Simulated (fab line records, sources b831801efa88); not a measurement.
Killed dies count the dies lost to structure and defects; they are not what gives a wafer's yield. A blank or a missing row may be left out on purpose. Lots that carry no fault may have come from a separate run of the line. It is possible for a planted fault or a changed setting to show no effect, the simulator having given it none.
fab line records | flow gf180mcu | part 1 of 2: steps 1 to 27 of 38
[record] lots = 5 | wafers = 15 | last-day = 34
route steps=602 shown HV_LDD@230 NSD@235 PSD@248 SAB@264
lots that met no fault: taken from a fault-free run of the same line
start-h: start of the lot's first displayed wafer, in hours after the record's first day | wait-h: hours from the lot's prior step to this one | " as in the row above | L1.1+2: a row that stands for several wafers | - either no value or no given start | * or withheld: withheld | < > ~ a bound
route shown NAME@n: a module of which the file shows steps, and the number in the route of the first | usual: average and standard deviation across the fault-free wafers | same: alike in all rows | chamber/n: place in a boat | sites: readings site by site | _std_site: the standard deviation of these | _edge_site: outer sites' mean less inner sites' | radius-mm: for every site, how far away it sits from the centre of the wafer | mask NAME#n: copy n | behind: the last tool/chamber to shape the wafer | hold: why the lot was held/for how many hours/how that ended | device: whichever transistor did not switch (one of n, p or np) | end of line: tests run on the same wafers once the route is complete | step lacking rows: just its recipe | killed: not the wafer's yield, but the dies lost to structure and defects at the first sort | map: a wafer's dies, x killed, . not, _ none there
set.NAME: setting as actually run; set.NAME@STEP: the setting as run at that earlier step | model.NAME: the simulator's own value behind a step, which no gauge read
lots at some steps of the route; a table a step, a row a wafer
services: the hour from which a tool's chamber was out of use, counted from the record's first day as start-h (under 0 if before that day), plus the number of hours and why
[[steps]]
[step GF_HV_LDD_CVD_54]
[recipe] material = SiO2 | target-thk-nm = 10 | precursor = TEOS | temp-c = 680 | time-s = 75 | pressure-mtorr = 400
[usual] zone-power-centre-pct = 10.8/0.77 | zone-power-lower-pct = 10.4/1.6
lot.wafer | tool     | chamber | start-h | wait-h | zone-power-centre-pct | zone-power-lower-pct
L075.3    | lpcvd-01 | 1       | 278.73  | 1.2    | 11.4                  | 12.4
L075.5    | "        | 1       | "       | "      | 11.4                  | 12.6
L075.6    | "        | 1       | "       | "      | 11.7                  | 12.5
L086.2    | lpcvd-02 | 1       | 380.40  | 0.1    | 9.8                   | 9.4
L086.4    | "        | 1       | "       | "      | 9.7                   | 9.5
L086.5    | "        | 1       | "       | "      | 9.8                   | 9.4
L093.3    | lpcvd-02 | 0       | 426.55  | 0.1    | 11.8                  | 9.3
L093.4    | "        | 0       | "       | "      | 11.6                  | 9.2
L093.5    | "        | 0       | "       | "      | 11.6                  | 9.2
L094.2    | lpcvd-02 | 1       | 432.38  | 1.3    | 9.9                   | 9.5
L094.4    | "        | 1       | "       | "      | 9.6                   | 9.4
L094.5    | "        | 1       | "       | "      | 9.7                   | 9.4
L096.2    | lpcvd-02 | 1       | 448.60  | 0.1    | 9.8                   | 9.6
L096.5    | "        | 1       | "       | "      | 9.8                   | 9.5
L096.6    | "        | 1       | "       | "      | 9.7                   | 9.5
[step GF_HV_LDD_THK_MEAS_55]
[recipe] reads = SiO2_of_HV_LDD_CVD_54
[usual] HV_LDD_CVD_54_THK = 9.96/0.12
lot.wafer | tool          | chamber | start-h | wait-h | HV_LDD_CVD_54_THK[nm]
L075.3    | film-metro-03 | -       | 279.78  | 0.0    | 9.82
L075.5    | "             | -       | "       | "      | 9.95
L075.6    | "             | -       | "       | "      | 10.00
L086.2    | film-metro-01 | -       | 381.43  | 0.0    | 9.92
L086.4    | "             | -       | "       | "      | 9.90
L086.5    | "             | -       | "       | "      | 9.92
L093.3    | film-metro-01 | -       | 427.59  | 0.0    | 10.13
L093.4    | "             | -       | "       | "      | 10.02
L093.5    | "             | -       | "       | "      | 10.08
L094.2    | film-metro-01 | -       | 433.41  | 0.0    | 10.11
L094.4    | "             | -       | "       | "      | 10.06
L094.5    | "             | -       | "       | "      | 10.12
L096.2    | film-metro-01 | -       | 449.63  | 0.0    | 9.98
L096.5    | "             | -       | "       | "      | 9.90
L096.6    | "             | -       | "       | "      | 9.99
[step GF_HV_LDD_CVD_56]
[recipe] material = Si3N4 | precursor = DCS/NH3 | target-thk-nm = 90 | temp-c = 770 | time-s = 1543 | pressure-mtorr = 250
[usual] zone-power-centre-pct = 13.9/0.94 | zone-power-lower-pct = 12.8/1.8
lot.wafer | tool     | chamber | start-h | wait-h | zone-power-centre-pct | zone-power-lower-pct
L075.3    | lpcvd-02 | 1       | 279.82  | 0.0    | 12.4                  | 11.9
L075.5    | "        | 1       | "       | "      | 12.3                  | 12.1
L075.6    | "        | 1       | "       | "      | 12.4                  | 12.1
L086.2    | lpcvd-01 | 1       | 381.48  | 0.0    | 14.7                  | 16.1
L086.4    | "        | 1       | "       | "      | 14.5                  | 15.8
L086.5    | "        | 1       | "       | "      | 14.7                  | 16.1
L093.3    | lpcvd-02 | 0       | 427.63  | 0.0    | 14.7                  | 11.8
L093.4    | "        | 0       | "       | "      | 14.5                  | 12.1
L093.5    | "        | 0       | "       | "      | 14.6                  | 12.0
L094.2    | lpcvd-02 | 1       | 433.46  | 0.0    | 12.4                  | 12.1
L094.4    | "        | 1       | "       | "      | 12.4                  | 11.9
L094.5    | "        | 1       | "       | "      | 12.5                  | 12.2
L096.2    | lpcvd-02 | 0       | 449.68  | 0.0    | 14.4                  | 11.7
L096.5    | "        | 0       | "       | "      | 14.5                  | 11.9
L096.6    | "        | 0       | "       | "      | 14.6                  | 11.7
[step GF_HV_LDD_THK_MEAS_57]
[recipe] reads = Si3N4_of_HV_LDD_CVD_56
[usual] HV_LDD_CVD_56_THK = 89.7/0.85
lot.wafer | tool          | chamber | start-h | wait-h | HV_LDD_CVD_56_THK[nm]
L075.3    | film-metro-03 | -       | 281.26  | 0.0    | 89.4
L075.5    | "             | -       | "       | "      | 89.4
L075.6    | "             | -       | "       | "      | 89.2
L086.2    | film-metro-03 | -       | 382.92  | 0.0    | 89.7
L086.4    | "             | -       | "       | "      | 90.1
L086.5    | "             | -       | "       | "      | 89.3
L093.3    | film-metro-01 | -       | 429.08  | 0.0    | 88.9
L093.4    | "             | -       | "       | "      | 88.8
L093.5    | "             | -       | "       | "      | 87.9
L094.2    | film-metro-03 | -       | 434.90  | 0.0    | 88.9
L094.4    | "             | -       | "       | "      | 88.1
L094.5    | "             | -       | "       | "      | 89.7
L096.2    | film-metro-01 | -       | 451.12  | 0.0    | 91.4
L096.5    | "             | -       | "       | "      | 91.3
L096.6    | "             | -       | "       | "      | 91.6
[step GF_HV_LDD_ETCHBACK_58]
[recipe] chemistry = CH3F/O2 | target = Si3N4 | stop-on = SiO2 | source-w = 400 | bias-w = 80 | pressure-mtorr = 25 | ch3f-flow-sccm = 40 | O2_flow_sccm = 30 | time-s = 100 | target-depth-a = 900
[usual] ch3f-flow-sccm = 40.01/0.12 | drypump-motor-current-A = 5.7/0.53 | oes-product-au = 0.841/0.0065 | throttle-valve-pct = 10.561/0.0095
lot.wafer | tool        | chamber | start-h | wait-h | ch3f-flow-sccm | drypump-motor-current-A | oes-product-au | rf-hours-counter-h | throttle-valve-pct
L075.3    | rie-diel-04 | 2       | 281.30  | 0.0    | 40.18          | 5.9                     | 0.830          | 8                  | 10.543
L075.5    | "           | 1       | "       | "      | 40.09          | 6.3                     | 0.834          | -                  | 10.560
L075.6    | "           | 0       | "       | "      | 40.09          | 5.2                     | 0.843          | -                  | 10.561
L086.2    | rie-diel-04 | 3       | 382.97  | 0.0    | 40.11          | 4.8                     | 0.835          | 12                 | 10.558
L086.4    | "           | 3       | "       | "      | 39.74          | 4.8                     | 0.840          | -                  | 10.564
L086.5    | "           | 2       | "       | "      | 40.00          | 5.9                     | 0.844          | -                  | 10.560
L093.3    | rie-diel-04 | 2       | 429.12  | 0.0    | 39.99          | 6.0                     | 0.834          | 12                 | 10.568
L093.4    | "           | 3       | "       | "      | 39.94          | 4.8                     | 0.826          | 13                 | 10.554
L093.5    | "           | 1       | "       | "      | 39.76          | 6.3                     | 0.834          | -                  | 10.554
L094.2    | rie-diel-02 | 1       | 434.95  | 0.0    | 40.03          | 5.9                     | 0.834          | 8                  | 10.560
L094.4    | "           | 0       | "       | "      | 40.02          | 6.3                     | 0.832          | 11                 | 10.558
L094.5    | "           | 3       | "       | "      | 40.20          | 5.3                     | 0.842          | -                  | 10.555
L096.2    | rie-diel-02 | 0       | 451.17  | 0.0    | 40.01          | 6.3                     | 0.844          | 11                 | 10.555
L096.5    | "           | 2       | "       | "      | 39.98          | 6.1                     | 0.852          | -                  | 10.564
L096.6    | "           | 1       | "       | "      | 40.06          | 5.9                     | 0.858          | -                  | 10.561
[step GF_NSD_DEHYDRATE_00]
[recipe] temp-c = 200 | time-s = 60
lot.wafer  | tool           | chamber | start-h | wait-h
L075.3+5+6 | litho-track-02 | 0       | 290.70  | 9.4
L086.2+4+5 | litho-track-03 | 0       | 393.65  | 10.6
L093.3+4+5 | litho-track-01 | 0       | 440.04  | 10.9
L094.2+4+5 | litho-track-02 | 0       | 446.12  | 11.1
L096.2+5+6 | litho-track-01 | 0       | 462.57  | 11.4
[step GF_NSD_HMDS_01]
[recipe] prime-time-s = 60 | prime-temp-c = 120
[usual] prime-temp-c = 119.98/0.12
lot.wafer | tool           | chamber | start-h | wait-h | prime-temp-c
L075.3    | litho-track-02 | 0       | 290.85  | 0.1    | 119.87
L075.5    | "              | 0       | "       | "      | 119.90
L075.6    | "              | 0       | "       | "      | 119.95
L086.2    | litho-track-03 | 0       | 393.80  | 0.1    | 120.09
L086.4    | "              | 0       | "       | "      | 120.00
L086.5    | "              | 0       | "       | "      | 120.03
L093.3    | litho-track-01 | 0       | 440.19  | 0.1    | 119.91
L093.4    | "              | 0       | "       | "      | 119.87
L093.5    | "              | 0       | "       | "      | 119.90
L094.2    | litho-track-02 | 0       | 446.27  | 0.1    | 120.14
L094.4    | "              | 0       | "       | "      | 120.12
L094.5    | "              | 0       | "       | "      | 120.23
L096.2    | litho-track-01 | 0       | 462.72  | 0.1    | 120.05
L096.5    | "              | 0       | "       | "      | 120.12
L096.6    | "              | 0       | "       | "      | 119.82
[step GF_NSD_COAT_02]
[recipe] resist = NOVOLAK | spin-rpm = 3000 | resist-thk-nm = 1000
[usual] spin-speed-rpm = 3000.1/2
lot.wafer | tool           | chamber | start-h | wait-h | spin-speed-rpm
L075.3    | litho-track-02 | 0       | 291.00  | 0.1    | 2998.1
L075.5    | "              | 0       | "       | "      | 2999.1
L075.6    | "              | 0       | "       | "      | 3002.4
L086.2    | litho-track-03 | 0       | 393.95  | 0.1    | 2998.4
L086.4    | "              | 0       | "       | "      | 3000.6
L086.5    | "              | 0       | "       | "      | 3000.5
L093.3    | litho-track-01 | 0       | 440.34  | 0.1    | 2999.8
L093.4    | "              | 0       | "       | "      | 2998.9
L093.5    | "              | 0       | "       | "      | 3000.0
L094.2    | litho-track-02 | 0       | 446.42  | 0.1    | 3002.5
L094.4    | "              | 0       | "       | "      | 3003.9
L094.5    | "              | 0       | "       | "      | 3003.4
L096.2    | litho-track-01 | 0       | 462.87  | 0.1    | 2998.0
L096.5    | "              | 0       | "       | "      | 3000.5
L096.6    | "              | 0       | "       | "      | 2999.5
[step GF_NSD_SOFTBAKE_03]
[recipe] temp-c = 90 | time-s = 60 | resist = NOVOLAK
lot.wafer  | tool           | chamber | start-h | wait-h
L075.3+5+6 | litho-track-02 | 0       | 291.15  | 0.1
L086.2+4+5 | litho-track-03 | 0       | 394.10  | 0.1
L093.3+4+5 | litho-track-01 | 0       | 440.49  | 0.1
L094.2+4+5 | litho-track-02 | 0       | 446.57  | 0.1
L096.2+5+6 | litho-track-01 | 0       | 463.02  | 0.1
[step GF_NSD_EXPOSE_04]
[recipe] mask-id = Nplus | target-cd-nm = 400 | na = 0.6 | source-shape = conventional | sigma-outer = 0.6 | dose-mj = 140
[same] sigma-outer = 0.6
lot.wafer  | tool             | chamber | start-h | wait-h | mask
L075.3+5+6 | iline-stepper-02 | 0       | -       | -      | Nplus#0
L086.2+4+5 | iline-stepper-01 | 0       | -       | -      | Nplus#0
L093.3+4+5 | iline-stepper-01 | 0       | -       | -      | Nplus#0
L094.2+4+5 | iline-stepper-02 | 0       | -       | -      | Nplus#0
L096.2+5+6 | iline-stepper-02 | 0       | -       | -      | Nplus#0
[step GF_NSD_PEB_05]
[recipe] temp-c = withheld | time-s = * | resist = NOVOLAK
lot.wafer  | tool           | chamber | start-h | wait-h
L075.3+5+6 | litho-track-03 | 0       | -       | -
L086.2+4+5 | litho-track-03 | 0       | -       | -
L093.3+4+5 | litho-track-03 | 0       | -       | -
L094.2+4+5 | litho-track-03 | 0       | -       | -
L096.2+5+6 | litho-track-02 | 0       | -       | -
[step GF_NSD_DEVELOP_06]
[recipe] develop-time-s = 60 | dev-temp-c = 23
[usual] developer-temp-C = 23.02/0.11
lot.wafer | tool           | chamber | start-h | wait-h | developer-temp-C
L075.3    | litho-track-03 | 0       | 300.83  | 0.1    | 23.01
L075.5    | "              | 0       | "       | "      | 23.07
L075.6    | "              | 0       | "       | "      | 22.95
L086.2    | litho-track-03 | 0       | 405.30  | 0.1    | 22.84
L086.4    | "              | 0       | "       | "      | 22.79
L086.5    | "              | 0       | "       | "      | 22.79
L093.3    | litho-track-03 | 0       | 452.03  | 0.1    | 23.24
L093.4    | "              | 0       | "       | "      | 22.98
L093.5    | "              | 0       | "       | "      | 23.11
L094.2    | litho-track-03 | 0       | 458.25  | 0.1    | 22.99
L094.4    | "              | 0       | "       | "      | 23.08
L094.5    | "              | 0       | "       | "      | 22.96
L096.2    | litho-track-02 | 0       | 475.02  | 0.1    | 23.03
L096.5    | "              | 0       | "       | "      | 22.98
L096.6    | "              | 0       | "       | "      | 22.98
[step GF_NSD_CD_MEAS_07]
[recipe] target-cd-nm = 400
[usual] cd-nm = 399.8/2.6
lot.wafer | tool      | chamber | start-h | wait-h | cd-nm
L075.3    | cd-sem-01 | -       | 300.97  | 0.1    | 401.0
L075.5    | "         | -       | "       | "      | 399.0
L075.6    | "         | -       | "       | "      | 400.1
L086.2    | cd-sem-01 | -       | 405.45  | 0.1    | 403.4
L086.4    | "         | -       | "       | "      | 404.3
L086.5    | "         | -       | "       | "      | 402.8
L093.3    | cd-sem-01 | -       | 452.17  | 0.1    | 398.6
L093.4    | "         | -       | "       | "      | 400.5
L093.5    | "         | -       | "       | "      | 400.1
L094.2    | cd-sem-02 | -       | 458.46  | 0.2    | 398.6
L094.4    | "         | -       | "       | "      | 397.0
L094.5    | "         | -       | "       | "      | 399.2
L096.2    | cd-sem-02 | -       | 475.16  | 0.1    | 399.6
L096.5    | "         | -       | "       | "      | 400.4
L096.6    | "         | -       | "       | "      | 399.7
[step GF_NSD_OVL_MEAS_08]
[usual] NSD_OVL = 0.1/1.2
lot.wafer | tool       | chamber | start-h | wait-h | NSD_OVL[nm]
L075.3    | overlay-01 | -       | 301.06  | 0.1    | 1.6
L075.5    | "          | -       | "       | "      | 1.9
L075.6    | "          | -       | "       | "      | 1.1
L086.2    | overlay-01 | -       | 405.55  | 0.1    | 1.3
L086.4    | "          | -       | "       | "      | -0.5
L086.5    | "          | -       | "       | "      | 0.0
L093.3    | overlay-01 | -       | 452.26  | 0.1    | 0.1
L093.4    | "          | -       | "       | "      | 1.1
L093.5    | "          | -       | "       | "      | 1.1
L094.2    | overlay-01 | -       | 458.57  | 0.1    | -0.6
L094.4    | "          | -       | "       | "      | 0.3
L094.5    | "          | -       | "       | "      | 0.8
L096.2    | overlay-02 | -       | 475.27  | 0.1    | -1.6
L096.5    | "          | -       | "       | "      | 0.2
L096.6    | "          | -       | "       | "      | 0.0
[step GF_NSD_IMPLANT_09]
[recipe] species = As | energy-kev = 60 | dose-cm2 = 4e+15 | tilt-deg = 7
[usual] beam-on-s = 19.3/0.82 | dose-ions-cm2 = 3.999e+15/4.3e+12
lot.wafer | tool         | chamber | start-h | wait-h | beam-on-s | dose-ions-cm2
L075.3    | implanter-03 | 0       | 301.13  | 0.1    | 20.3      | 4.001e+15
L075.5    | "            | 0       | "       | "      | 21.0      | 3.999e+15
L075.6    | "            | 0       | "       | "      | 20.0      | 3.999e+15
L086.2    | implanter-01 | 0       | 405.61  | 0.0    | 20.1      | 3.995e+15
L086.4    | "            | 0       | "       | "      | 19.1      | 4.007e+15
L086.5    | "            | 0       | "       | "      | 19.8      | 3.999e+15
L093.3    | implanter-04 | 0       | 452.33  | 0.1    | 17.9      | 3.996e+15
L093.4    | "            | 0       | "       | "      | 18.2      | 3.991e+15
L093.5    | "            | 0       | "       | "      | 18.1      | 4e+15
L094.2    | implanter-03 | 0       | 458.62  | 0.0    | 20.3      | 3.995e+15
L094.4    | "            | 0       | "       | "      | 20.5      | 3.996e+15
L094.5    | "            | 0       | "       | "      | 20.1      | 4.002e+15
L096.2    | implanter-04 | 0       | 475.32  | 0.0    | 18.0      | 4.004e+15
L096.5    | "            | 0       | "       | "      | 17.4      | 3.996e+15
L096.6    | "            | 0       | "       | "      | 18.6      | 3.994e+15
[step GF_NSD_IMPLANT_10]
[recipe] species = P | energy-kev = 40 | dose-cm2 = 5e+14 | tilt-deg = 7
[usual] beam-on-s = 10.02/0.2 | dose-ions-cm2 = 5e+14/5.2e+11
lot.wafer | tool         | chamber | start-h | wait-h | beam-on-s | dose-ions-cm2
L075.3    | implanter-03 | 0       | 301.28  | 0.1    | 10.45     | 5.001e+14
L075.5    | "            | 0       | "       | "      | 10.20     | 4.997e+14
L075.6    | "            | 0       | "       | "      | 9.94      | 4.993e+14
L086.2    | implanter-01 | 0       | 405.76  | 0.1    | 10.12     | 4.99e+14
L086.4    | "            | 0       | "       | "      | 10.15     | 4.993e+14
L086.5    | "            | 0       | "       | "      | 9.85      | 4.996e+14
L093.3    | implanter-04 | 0       | 452.48  | 0.1    | 10.29     | 5.002e+14
L093.4    | "            | 0       | "       | "      | 10.20     | 4.999e+14
L093.5    | "            | 0       | "       | "      | 10.31     | 5.005e+14
L094.2    | implanter-03 | 0       | 458.77  | 0.1    | 9.84      | 4.994e+14
L094.4    | "            | 0       | "       | "      | 10.21     | 4.998e+14
L094.5    | "            | 0       | "       | "      | 10.29     | 4.998e+14
L096.2    | implanter-04 | 0       | 475.47  | 0.1    | 10.03     | 4.991e+14
L096.5    | "            | 0       | "       | "      | 9.96      | 4.991e+14
L096.6    | "            | 0       | "       | "      | 10.05     | 4.992e+14
[step GF_NSD_STRIP_11]
[recipe] chemistry = O2/N2 | power-w = 1400 | pressure-mtorr = 1500 | platen-temp-c = 250 | o2-flow-sccm = 3000 | n2-flow-sccm = 300 | overash-fraction = 0.5
[usual] drypump-motor-current-A = 5.9/0.43 | heater-power-w = 328/33 | oes-product-au = 0.487/0.0045 | strip-time-to-endpoint-s = 22.97/0.036
lot.wafer | tool            | chamber | start-h | wait-h | drypump-motor-current-A | heater-power-w | oes-product-au | rf-hours-counter-h | strip-time-to-endpoint-s
L075.3    | plasma-asher-03 | 0       | 301.42  | 0.1    | 5.6                     | 307            | 0.491          | -                  | 22.91
L075.5    | "               | 0       | "       | "      | 5.6                     | 298            | 0.490          | -                  | 22.92
L075.6    | "               | 1       | "       | "      | 6.6                     | 375            | 0.494          | -                  | 22.92
L086.2    | plasma-asher-02 | 1       | 405.88  | 0.1    | 6.3                     | 339            | 0.486          | 75                 | 22.99
L086.4    | "               | 1       | "       | "      | 6.3                     | 338            | 0.486          | -                  | 22.92
L086.5    | "               | 0       | "       | "      | 5.4                     | 338            | 0.482          | -                  | 22.92
L093.3    | plasma-asher-03 | 0       | 452.61  | 0.1    | 5.6                     | 306            | 0.494          | -                  | 22.94
L093.4    | "               | 1       | "       | "      | 6.6                     | 381            | 0.476          | -                  | 22.93
L093.5    | "               | 1       | "       | "      | 6.6                     | 386            | 0.486          | -                  | 22.96
L094.2    | plasma-asher-03 | 1       | 458.90  | 0.1    | 6.7                     | 388            | 0.483          | 34                 | 23.03
L094.4    | "               | 0       | "       | "      | 5.5                     | 301            | 0.485          | -                  | 22.98
L094.5    | "               | 0       | "       | "      | 5.5                     | 302            | 0.500          | -                  | 23.00
L096.2    | plasma-asher-04 | 1       | 475.60  | 0.1    | 6.0                     | 289            | 0.491          | 69                 | 22.95
L096.5    | "               | 1       | "       | "      | 5.9                     | 292            | 0.489          | -                  | 22.95
L096.6    | "               | 0       | "       | "      | 6.0                     | 293            | 0.492          | -                  | 22.95
[step GF_NSD_TW_MEAS_12]
[usual] NSD_TW = 4244/18
lot.wafer | tool          | chamber | start-h | wait-h | NSD_TW
L075.3    | film-metro-02 | -       | 301.50  | 0.1    | 4286
L075.5    | "             | -       | "       | "      | 4279
L075.6    | "             | -       | "       | "      | 4254
L086.2    | film-metro-02 | -       | 405.99  | 0.1    | 4227
L086.4    | "             | -       | "       | "      | 4198
L086.5    | "             | -       | "       | "      | 4232
L093.3    | film-metro-02 | -       | 452.70  | 0.1    | 4246
L093.4    | "             | -       | "       | "      | 4213
L093.5    | "             | -       | "       | "      | 4236
L094.2    | film-metro-04 | -       | 459.01  | 0.1    | 4249
L094.4    | "             | -       | "       | "      | 4245
L094.5    | "             | -       | "       | "      | 4244
L096.2    | film-metro-02 | -       | 475.71  | 0.1    | 4208
L096.5    | "             | -       | "       | "      | 4237
L096.6    | "             | -       | "       | "      | 4235
[step GF_PSD_DEHYDRATE_00]
[recipe] temp-c = 200 | time-s = 60
lot.wafer  | tool           | chamber | start-h | wait-h
L075.3+5+6 | litho-track-04 | 0       | 311.08  | 9.6
L086.2+4+5 | litho-track-04 | 0       | 417.50  | 11.5
L093.3+4+5 | litho-track-03 | 0       | 464.43  | 11.7
L094.2+4+5 | litho-track-04 | 0       | 469.65  | 10.6
L096.2+5+6 | litho-track-03 | 0       | 486.45  | 10.7
[step GF_PSD_HMDS_01]
[recipe] prime-time-s = 60 | prime-temp-c = 120
[usual] prime-temp-c = 119.98/0.15
lot.wafer | tool           | chamber | start-h | wait-h | prime-temp-c
L075.3    | litho-track-04 | 0       | 311.23  | 0.1    | 119.79
L075.5    | "              | 0       | "       | "      | 119.87
L075.6    | "              | 0       | "       | "      | 119.88
L086.2    | litho-track-04 | 0       | 417.65  | 0.1    | 119.91
L086.4    | "              | 0       | "       | "      | 120.04
L086.5    | "              | 0       | "       | "      | 120.01
L093.3    | litho-track-03 | 0       | 464.58  | 0.1    | 120.06
L093.4    | "              | 0       | "       | "      | 119.87
L093.5    | "              | 0       | "       | "      | 119.89
L094.2    | litho-track-04 | 0       | 469.80  | 0.1    | 120.09
L094.4    | "              | 0       | "       | "      | 120.17
L094.5    | "              | 0       | "       | "      | 119.88
L096.2    | litho-track-03 | 0       | 486.60  | 0.1    | 120.10
L096.5    | "              | 0       | "       | "      | 120.07
L096.6    | "              | 0       | "       | "      | 119.97
[step GF_PSD_COAT_02]
[recipe] resist = NOVOLAK | spin-rpm = 3000 | resist-thk-nm = 1000
[usual] spin-speed-rpm = 3000.2/1.9
lot.wafer | tool           | chamber | start-h | wait-h | spin-speed-rpm
L075.3    | litho-track-04 | 0       | 311.38  | 0.1    | 3001.0
L075.5    | "              | 0       | "       | "      | 3002.8
L075.6    | "              | 0       | "       | "      | 3000.6
L086.2    | litho-track-04 | 0       | 417.80  | 0.1    | 2998.0
L086.4    | "              | 0       | "       | "      | 2999.3
L086.5    | "              | 0       | "       | "      | 3000.8
L093.3    | litho-track-03 | 0       | 464.73  | 0.1    | 3003.2
L093.4    | "              | 0       | "       | "      | 3001.3
L093.5    | "              | 0       | "       | "      | 3004.1
L094.2    | litho-track-04 | 0       | 469.95  | 0.1    | 2999.3
L094.4    | "              | 0       | "       | "      | 2999.5
L094.5    | "              | 0       | "       | "      | 2998.8
L096.2    | litho-track-03 | 0       | 486.75  | 0.1    | 2998.9
L096.5    | "              | 0       | "       | "      | 3002.1
L096.6    | "              | 0       | "       | "      | 3000.9
[step GF_PSD_SOFTBAKE_03]
[recipe] temp-c = 90 | time-s = 60 | resist = NOVOLAK
lot.wafer  | tool           | chamber | start-h | wait-h
L075.3+5+6 | litho-track-04 | 0       | 311.53  | 0.1
L086.2+4+5 | litho-track-04 | 0       | 417.95  | 0.1
L093.3+4+5 | litho-track-03 | 0       | 464.88  | 0.1
L094.2+4+5 | litho-track-04 | 0       | 470.10  | 0.1
L096.2+5+6 | litho-track-03 | 0       | 486.90  | 0.1
[step GF_PSD_EXPOSE_04]
[recipe] mask-id = Pplus | target-cd-nm = 400 | na = 0.6 | source-shape = conventional | sigma-outer = 0.6 | dose-mj = 138.4
[same] sigma-outer = 0.6
lot.wafer  | tool             | chamber | start-h | wait-h | mask
L075.3+5+6 | iline-stepper-02 | 0       | -       | -      | Pplus#0
L086.2+4+5 | iline-stepper-01 | 0       | -       | -      | Pplus#0
L093.3+4+5 | iline-stepper-02 | 0       | -       | -      | Pplus#0
L094.2+4+5 | iline-stepper-02 | 0       | -       | -      | Pplus#0
L096.2+5+6 | iline-stepper-01 | 0       | -       | -      | Pplus#0
[step GF_PSD_PEB_05]
[recipe] temp-c = withheld | time-s = * | resist = NOVOLAK
lot.wafer  | tool           | chamber | start-h | wait-h
L075.3+5+6 | litho-track-02 | 0       | -       | -
L086.2+4+5 | litho-track-02 | 0       | -       | -
L093.3+4+5 | litho-track-04 | 0       | -       | -
L094.2+4+5 | litho-track-04 | 0       | -       | -
L096.2+5+6 | litho-track-04 | 0       | -       | -
[step GF_PSD_DEVELOP_06]
[recipe] develop-time-s = 60 | dev-temp-c = 23
[usual] developer-temp-C = 22.99/0.1
lot.wafer | tool           | chamber | start-h | wait-h | developer-temp-C
L075.3    | litho-track-02 | 0       | 321.64  | 0.1    | 23.04
L075.5    | "              | 0       | "       | "      | 23.17
L075.6    | "              | 0       | "       | "      | 23.01
L086.2    | litho-track-02 | 0       | 429.47  | 0.1    | 23.07
L086.4    | "              | 0       | "       | "      | 22.90
L086.5    | "              | 0       | "       | "      | 22.83
L093.3    | litho-track-04 | 0       | 476.37  | 0.1    | 22.91
L093.4    | "              | 0       | "       | "      | 22.88
L093.5    | "              | 0       | "       | "      | 22.98
L094.2    | litho-track-04 | 0       | 481.75  | 0.1    | 22.87
L094.4    | "              | 0       | "       | "      | 23.04
L094.5    | "              | 0       | "       | "      | 22.93
L096.2    | litho-track-04 | 0       | 498.40  | 0.1    | 23.04
L096.5    | "              | 0       | "       | "      | 23.12
L096.6    | "              | 0       | "       | "      | 22.83
[step GF_PSD_CD_MEAS_07]
[recipe] target-cd-nm = 400
[usual] cd-nm = 400.6/2.7
lot.wafer | tool      | chamber | start-h | wait-h | cd-nm
L075.3    | cd-sem-01 | -       | 321.78  | 0.1    | 398.5
L075.5    | "         | -       | "       | "      | 398.3
L075.6    | "         | -       | "       | "      | 395.5
L086.2    | cd-sem-01 | -       | 429.61  | 0.1    | 401.1
L086.4    | "         | -       | "       | "      | 400.3
L086.5    | "         | -       | "       | "      | 399.2
L093.3    | cd-sem-01 | -       | 476.51  | 0.1    | 401.1
L093.4    | "         | -       | "       | "      | 400.4
L093.5    | "         | -       | "       | "      | 402.1
L094.2    | cd-sem-02 | -       | 481.89  | 0.1    | 399.1
L094.4    | "         | -       | "       | "      | 400.1
L094.5    | "         | -       | "       | "      | 398.9
L096.2    | cd-sem-02 | -       | 498.54  | 0.1    | 402.3
L096.5    | "         | -       | "       | "      | 400.9
L096.6    | "         | -       | "       | "      | 401.8
[step GF_PSD_OVL_MEAS_08]
[usual] PSD_OVL = -0.7/1.6
lot.wafer | tool       | chamber | start-h | wait-h | PSD_OVL[nm]
L075.3    | overlay-01 | -       | 321.88  | 0.1    | -0.3
L075.5    | "          | -       | "       | "      | -3.3
L075.6    | "          | -       | "       | "      | -2.6
L086.2    | overlay-01 | -       | 429.72  | 0.1    | -1.1
L086.4    | "          | -       | "       | "      | 0.0
L086.5    | "          | -       | "       | "      | -0.3
L093.3    | overlay-02 | -       | 476.61  | 0.1    | -0.3
L093.4    | "          | -       | "       | "      | 0.2
L093.5    | "          | -       | "       | "      | -2.1
L094.2    | overlay-01 | -       | 482.00  | 0.1    | -0.9
L094.4    | "          | -       | "       | "      | -1.6
L094.5    | "          | -       | "       | "      | -2.6
L096.2    | overlay-02 | -       | 498.65  | 0.1    | -0.6
L096.5    | "          | -       | "       | "      | -2.0
L096.6    | "          | -       | "       | "      | -2.2
